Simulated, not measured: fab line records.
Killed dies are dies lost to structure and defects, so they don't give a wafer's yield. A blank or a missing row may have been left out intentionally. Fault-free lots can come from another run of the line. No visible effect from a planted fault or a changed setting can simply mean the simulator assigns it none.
What tool caused it? ; flow sky130 ; 13 lots, 39 wafers sampled, at 7 steps of a route of 708

## WHAT EACH GAUGE READ, for each wafer
SKY_FIELD_ISO_THK_MEAS_02.
lot;measured;on;FIELD_ISO_OXIDATION_00_THK (nm)
L276;day 1 11:38;filmMetro-02;12.18 11.88 11.99
L277;day 1 16:57;filmMetro-01;12.50 12.27 12.49
L280;day 2 11:10;filmMetro-02;11.90 12.11 11.79
L281;day 2 13:50;filmMetro-01;12.16 12.12 12.28
L283;day 2 23:18;filmMetro-04;12.11 11.96 12.13
L284;day 3 03:58;filmMetro-01;11.78 11.61 11.88
L285;day 3 08:40;filmMetro-01;11.71 11.61 11.92
L287;day 3 20:14;filmMetro-01;11.85 11.34 11.61
L288;day 4 00:19;filmMetro-02;12.16 12.07 12.09
L294;day 5 06:19;filmMetro-04;11.96 12.00 12.02
L297;day 5 21:15;filmMetro-01;11.97 11.96 12.06
L298;day 6 04:33;filmMetro-01;11.63 11.80 11.78
L299;day 6 07:44;filmMetro-04;11.82 11.87 11.88

SKY_NWELL_OVL_MEAS_10.
lot;measured;on;NWELL_00_OVL (nm)
L276;day 4 16:04;overlay-02;2.6 1.9 2.2
L277;day 4 21:08;overlay-02;-0.4 -2.4 -1.4
L280;day 5 15:33;overlay-02;2.2 1.5 0.4
L281;day 5 21:59;overlay-02;0.7 1.7 1.2
L283;day 6 06:34;overlay-02;1.7 1.5 0.8
L284;day 6 12:31;overlay-02;1.1 0.4 1.2
L285;day 6 16:55;overlay-02;-1.2 -1.1 -1.1
L287;day 7 06:47;overlay-02;- - -
L288;day 7 12:00;overlay-02;-0.4 -1.2 -2.7
L294;day 9 03:08;overlay-02;-1.7 -0.5 -0.3
L297;day 9 15:21;overlay-02;1.2 1.0 0.1
L298;day 10 01:15;overlay-02;0.2 -0.3 -0.4
L299;day 10 05:42;overlay-02;3.3 1.3 2.7

SKY_NWELL_TW_MEAS_15.
lot;measured;on;NWELL_TW
L276;day 4 16:39;filmMetro-01;1831 1832 1836
L277;day 4 21:44;filmMetro-01;1825 1827 1828
L280;day 5 16:09;filmMetro-01;1831 1830 1825
L281;day 5 22:34;filmMetro-01;1834 1833 1827
L283;day 6 07:09;filmMetro-01;1839 1841 1837
L284;day 6 13:07;filmMetro-03;1800 1790 1799
L285;day 6 17:30;filmMetro-01;1837 1849 1854
L287;day 7 07:23;filmMetro-01;30 30 30
L288;day 7 12:36;filmMetro-02;1842 1838 1845
L294;day 9 03:44;filmMetro-02;1811 1810 1826
L297;day 9 15:57;filmMetro-03;1807 1801 1810
L298;day 10 01:50;filmMetro-01;1830 1841 1828
L299;day 10 06:18;filmMetro-01;1834 1825 1823

SKY_NWELL_TW_MEAS_26.
lot;measured;on;NWELL_2_TW
L276;day 5 09:50;filmMetro-03;490 492 493
L277;day 5 14:32;filmMetro-02;498 500 502
L280;day 6 10:54;filmMetro-02;496 498 499
L281;day 6 17:55;filmMetro-02;497 497 498
L283;day 7 02:41;filmMetro-01;504 502 502
L284;day 7 08:55;filmMetro-03;491 493 489
L285;day 7 13:57;filmMetro-02;503 502 502
L287;day 8 04:14;filmMetro-03;1804 1807 1806
L288;day 8 09:06;filmMetro-01;501 501 501
L294;day 10 00:15;filmMetro-02;502 501 499
L297;day 10 13:21;filmMetro-02;501 498 498
L298;day 11 00:58;filmMetro-02;501 500 502
L299;day 11 05:54;filmMetro-02;498 501 501

SKY_VT_ADJUST_LVTN_TW_MEAS_21.
lot;measured;on;VT_ADJUST_LVTN_2_TW
L276;day 7 19:32;filmMetro-04;186.7 186.2 186.9
L277;day 8 01:29;filmMetro-04;186.9 187.6 187.4
L280;day 9 02:37;filmMetro-03;187.6 187.3 187.0
L281;day 9 09:20;filmMetro-03;186.7 186.6 187.4
L283;day 9 17:02;filmMetro-03;187.5 186.5 186.4
L284;day 10 00:35;filmMetro-04;187.0 187.0 186.9
L285;day 10 05:45;filmMetro-01;189.8 189.2 189.5
L287;day 10 21:17;filmMetro-03;185.8 184.9 185.8
L288;day 11 03:43;filmMetro-04;187.1 186.5 185.8
L294;day 12 23:14;filmMetro-04;188.6 188.4 188.4
L297;day 13 13:31;filmMetro-04;190.5 189.3 190.6
L298;day 14 03:28;filmMetro-01;189.2 189.9 191.2
L299;day 14 08:35;filmMetro-03;186.8 186.9 187.4

SKY_SONOS_TUNNEL_OVL_MEAS_08.
lot;measured;on;SONOS_TUNNEL_OVL (nm)
L276;day 11 10:28;overlay-02;1.6 1.3 2.1
L277;day 11 15:24;overlay-02;-2.2 -0.5 -1.4
L280;day 12 20:58;overlay-02;1.3 2.6 0.5
L281;day 13 05:20;overlay-02;-0.8 0.6 -0.5
L283;day 13 15:11;overlay-02;0.7 -0.1 -0.9
L284;day 13 22:23;overlay-02;-0.4 -1.5 1.5
L285;day 14 07:43;overlay-02;0.0 -0.4 1.1
L287;day 15 00:01;overlay-02;-1.6 -0.5 -1.3
L288;day 15 08:43;overlay-02;-0.3 0.8 0.1
L294;day 17 09:23;overlay-01;-0.8 -1.8 -1.6
L297;day 18 04:05;overlay-01;-0.7 0.4 0.5
L298;day 18 19:11;overlay-02;-1.1 -0.7 0.1
L299;day 19 03:58;overlay-01;-0.2 -0.1 1.3

## WHAT TOOL EACH LOT RAN ON (gives the tool, then ch and the chambers of the sampled wafers, and finally the start)
lot;SKY_NWELL_EXPOSE_07
L276;ilineStepper-01 ch 0, day 4 07:37
L277;ilineStepper-01 ch 0, day 4 09:02
L280;ilineStepper-01 ch 0, day 5 05:53
L281;ilineStepper-02 ch 0, day 5 13:35
L283;ilineStepper-02 ch 0, day 5 21:17
L284;ilineStepper-02 ch 0, day 6 03:07
L285;ilineStepper-01 ch 0, day 6 08:02
L287;ilineStepper-01 ch 0, day 6 20:32
L288;ilineStepper-01 ch 0, day 7 01:54
L294;ilineStepper-01 ch 0, day 8 16:11
L297;ilineStepper-01 ch 0, day 9 05:05
L298;ilineStepper-02 ch 0, day 9 14:46
L299;ilineStepper-01 ch 0, day 9 19:09
- SKY_NWELL_EXPOSE_07: exposes mask NWM, target cd 840 nm.

## WHAT THE TOOLS THEMSELVES READ (means of the sampled wafers that have a number; where no wafer has one, the mark that the record gives instead)
SKY_NWELL_EXPOSE_07.
lot;tool;stageVelMmS (mm/s)
L276;ilineStepper-01;499.94
L277;ilineStepper-01;500.03
L280;ilineStepper-01;500.28
L281;ilineStepper-02;500.16
L283;ilineStepper-02;500.12
L284;ilineStepper-02;500.10
L285;ilineStepper-01;500.03
L287;ilineStepper-01;500.05
L288;ilineStepper-01;500.26
L294;ilineStepper-01;499.85
L297;ilineStepper-01;499.95
L298;ilineStepper-02;499.66
L299;ilineStepper-01;500.37

## THE ANSWER, worked out from the rows above alone
Rule: the lots themselves supply what counts as usual. Put in order of their means at a reading, lots are off if they are a third of the lots or fewer, leave a main group of 4 or more, and stand apart from it by a gap of 3 or more times the standard deviation of the main group's means; of several such gaps the widest counts. A main group whose means are all the same, to the digits that the tables above print for the reading, isn't used. Also off: a lot with no number at a reading for which 4 or more lots have one. Any other lot the step has rows for is counted as sound. The gauges are gone through in route order, then the tools' own readings, and for those a lot's mean is taken as printed above. At the first step where some lot is off, the reading lying furthest off is the one used; lots without a number count as furthest.
Off: L287, seen at SKY_NWELL_OVL_MEAS_10 (NWELL_00_OVL). Without a number there: L287. The main group has a mean of 0.4 nm with a standard deviation of 1.3.
If a tool, at a process step before that reading, ran all the lots that are off and no sound lot after the first of them, it fits. The gauges at SKY_NWELL_OVL_MEAS_10 aren't tried: what is off there is off at SKY_NWELL_TW_MEAS_15 too, on other tools, and a gauge's error can't cause that. No candidate that was tried fits.

## WHAT WAS PUT IN BY THE SIMULATOR
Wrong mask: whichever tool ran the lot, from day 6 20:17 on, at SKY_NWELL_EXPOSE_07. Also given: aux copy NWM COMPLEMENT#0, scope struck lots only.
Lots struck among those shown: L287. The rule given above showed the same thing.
